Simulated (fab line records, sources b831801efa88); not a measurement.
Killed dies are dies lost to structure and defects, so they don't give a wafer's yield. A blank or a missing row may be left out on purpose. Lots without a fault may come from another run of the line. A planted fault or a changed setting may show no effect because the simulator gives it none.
Which tool did it? | flow sky130 | 14 lots, 42 wafers sampled, at 4 steps of a route of 708

WHAT THE GAUGES READ, wafer by wafer
SKY_SONOS_TUNNEL_TW_MEAS_12.
lot  | measured     | on            | SONOS_TUNNEL_TW
L518 | day 11 07:03 | film_metro-03 | 198.5 196.4 197.3
L519 | day 11 12:28 | film_metro-03 | 196.9 197.8 197.8
L520 | day 12 08:56 | film_metro-03 | 197.6 197.3 198.5
L523 | day 13 15:56 | film_metro-02 | 199.4 199.1 198.3
L524 | day 13 19:05 | film_metro-03 | 198.2 198.0 197.9
L526 | day 14 00:08 | film_metro-03 | 199.0 197.7 197.8
L527 | day 14 09:33 | film_metro-03 | 197.3 198.2 197.3
L530 | day 15 13:31 | film_metro-03 | 199.3 197.9 197.8
L531 | day 15 14:34 | film_metro-02 | 199.9 198.8 200.5
L532 | day 16 04:11 | film_metro-03 | 197.8 196.4 197.0
L534 | day 16 16:46 | film_metro-03 | 197.4 196.2 196.4
L539 | day 18 04:28 | film_metro-02 | 197.8 199.5 199.0
L540 | day 19 07:43 | film_metro-03 | 197.6 198.3 197.9
L541 | day 19 09:17 | film_metro-02 | 198.2 199.7 199.6

SKY_GATE_OXIDE_OVL_MEAS_10.
lot  | measured     | on         | GATE_OXIDE_OVL (nm)
L518 | day 13 15:04 | overlay-01 | 1.1 0.2 2.2
L519 | day 13 22:33 | overlay-02 | -1.6 -0.7 -2.4
L520 | day 14 19:59 | overlay-02 | -0.6 2.9 1.3
L523 | day 16 09:43 | overlay-02 | -3.5 -3.7 -2.1
L524 | day 16 07:35 | overlay-01 | 0.0 -1.0 2.6
L526 | day 16 17:24 | overlay-01 | 0.5 0.9 -0.4
L527 | day 17 03:10 | overlay-02 | -1.0 0.2 -0.9
L530 | day 18 06:35 | overlay-02 | -2.1 -2.7 -2.7
L531 | day 18 07:10 | overlay-02 | -1.2 -1.4 -1.0
L532 | day 18 20:40 | overlay-01 | -0.5 0.0 -0.1
L534 | day 19 13:11 | overlay-02 | 0.2 0.5 1.0
L539 | day 21 01:32 | overlay-02 | - - -
L540 | day 22 03:28 | overlay-02 | - - -
L541 | day 22 04:34 | overlay-02 | -2.2 -3.1 -2.6

WHICH TOOL RAN EACH LOT (tool, then ch and the chambers of the sampled wafers, then the start)
lot  | SKY_NWELL_STRIP_25                   | SKY_GATE_OXIDE_DEVELOP_09
L518 | plasma_asher-03 ch 0,1, day 5 07:16  | litho_track-01 ch 0, day 13 14:56
L519 | plasma_asher-03 ch 0,1, day 5 10:36  | litho_track-01 ch 0, day 13 22:25
L520 | plasma_asher-04 ch 0,1, day 6 02:27  | litho_track-04 ch 0, day 14 19:50
L523 | plasma_asher-04 ch 0,1, day 7 01:42  | litho_track-02 ch 0, day 16 09:35
L524 | plasma_asher-02 ch 0,1, day 7 02:03  | litho_track-04 ch 0, day 16 07:26
L526 | plasma_asher-02 ch 0,1, day 7 10:17  | litho_track-04 ch 0, day 16 17:16
L527 | plasma_asher-03 ch 0,1, day 7 16:14  | litho_track-01 ch 0, day 17 03:02
L530 | plasma_asher-02 ch 0, day 8 12:18    | litho_track-04 ch 0, day 18 06:26
L531 | plasma_asher-03 ch 0,1, day 8 12:39  | litho_track-02 ch 0, day 18 07:02
L532 | plasma_asher-03 ch 0,1, day 8 22:35  | litho_track-02 ch 0, day 18 20:32
L534 | plasma_asher-04 ch 0,1, day 9 07:45  | litho_track-04 ch 0, day 19 13:02
L539 | plasma_asher-04 ch 0,1, day 10 14:08 | litho_track-01, day 21 01:23
L540 | plasma_asher-02 ch 0,1, day 11 07:26 | litho_track-02, day 22 03:20
L541 | plasma_asher-03 ch 0,1, day 11 08:42 | litho_track-02 ch 0, day 22 04:25
- SKY_NWELL_STRIP_25: strips in O2/N2.
- SKY_GATE_OXIDE_DEVELOP_09: develop time 60 s.

WHAT THE TOOLS THEMSELVES READ (means of the sampled wafers that have a number; where no wafer has one, the mark that the record gives instead)
SKY_NWELL_STRIP_25.
lot  | tool            | drypump_motor_current_A (A) | oes_product_au (a.u.) | strip_time_to_endpoint_s (s)
L518 | plasma_asher-03 | 5.3                         | 0.723                 | 36.84
L519 | plasma_asher-03 | 5.3                         | 0.722                 | 37.04
L520 | plasma_asher-04 | 5.7                         | 0.724                 | 36.81
L523 | plasma_asher-04 | 5.4                         | 0.726                 | 36.93
L524 | plasma_asher-02 | 5.8                         | 0.725                 | 36.97
L526 | plasma_asher-02 | 5.9                         | 0.724                 | 36.96
L527 | plasma_asher-03 | 5.2                         | 0.724                 | 36.83
L530 | plasma_asher-02 | 5.9                         | 0.725                 | 37.09
L531 | plasma_asher-03 | 5.2                         | 0.723                 | 36.95
L532 | plasma_asher-03 | 5.3                         | 0.725                 | 36.84
L534 | plasma_asher-04 | 5.4                         | 0.722                 | 36.77
L539 | plasma_asher-04 | 5.4                         | 0.724                 | 37.00
L540 | plasma_asher-02 | 5.8                         | 0.727                 | 36.86
L541 | plasma_asher-03 | 5.3                         | 0.722                 | 37.01

SKY_GATE_OXIDE_DEVELOP_09.
lot  | tool           | chill_plate_temp_C (C) | developer_temp_C (C)
L518 | litho_track-01 | 22.98                  | 22.95
L519 | litho_track-01 | 23.07                  | 23.12
L520 | litho_track-04 | 23.03                  | 22.86
L523 | litho_track-02 | 22.92                  | 23.04
L524 | litho_track-04 | 22.94                  | 23.09
L526 | litho_track-04 | 22.92                  | 23.10
L527 | litho_track-01 | 22.91                  | 23.02
L530 | litho_track-04 | 22.95                  | 22.99
L531 | litho_track-02 | 22.95                  | 22.95
L532 | litho_track-02 | 23.13                  | 23.10
L534 | litho_track-04 | 22.98                  | 23.05
L539 | litho_track-01 | -                      | -
L540 | litho_track-02 | -                      | -
L541 | litho_track-02 | 23.00                  | 22.93

THE ANSWER, worked out from the rows above alone
Rule: what is usual is taken from the lots themselves. Put in order of their means at a reading, lots are off if they are a third of the lots or fewer, leave a main group of 4 or more, and stand apart from it by a gap of 3 or more times the standard deviation of the main group's means; of several such gaps the widest counts. A main group whose means are all the same, to the digits that the tables above print for the reading, isn't used. A lot without any number at a reading at which 4 lots or more have one is off too. The other lots that the step has rows for count as sound. The gauges are gone through in route order, then the tools' own readings, and for those a lot's mean is taken as printed above. The first step at which some lot is off is used, and at that step the reading that is off furthest; a lot without a number counts as furthest.
Off: L539, L540, at SKY_GATE_OXIDE_OVL_MEAS_10 (GATE_OXIDE_OVL). Without a number there: L539, L540. The main group: mean -0.7 nm, standard deviation 1.5.
A tool fits if, at a process step before that reading, it ran every lot that is off, and no sound lot after the first of them. The gauges at SKY_GATE_OXIDE_OVL_MEAS_10 aren't tried: what is off there is off at SKY_GATE_OXIDE_DEVELOP_09 too, on other tools, and a gauge's error can't cause that. None of those tried fits.

WHAT THE SIMULATOR HAD PUT IN
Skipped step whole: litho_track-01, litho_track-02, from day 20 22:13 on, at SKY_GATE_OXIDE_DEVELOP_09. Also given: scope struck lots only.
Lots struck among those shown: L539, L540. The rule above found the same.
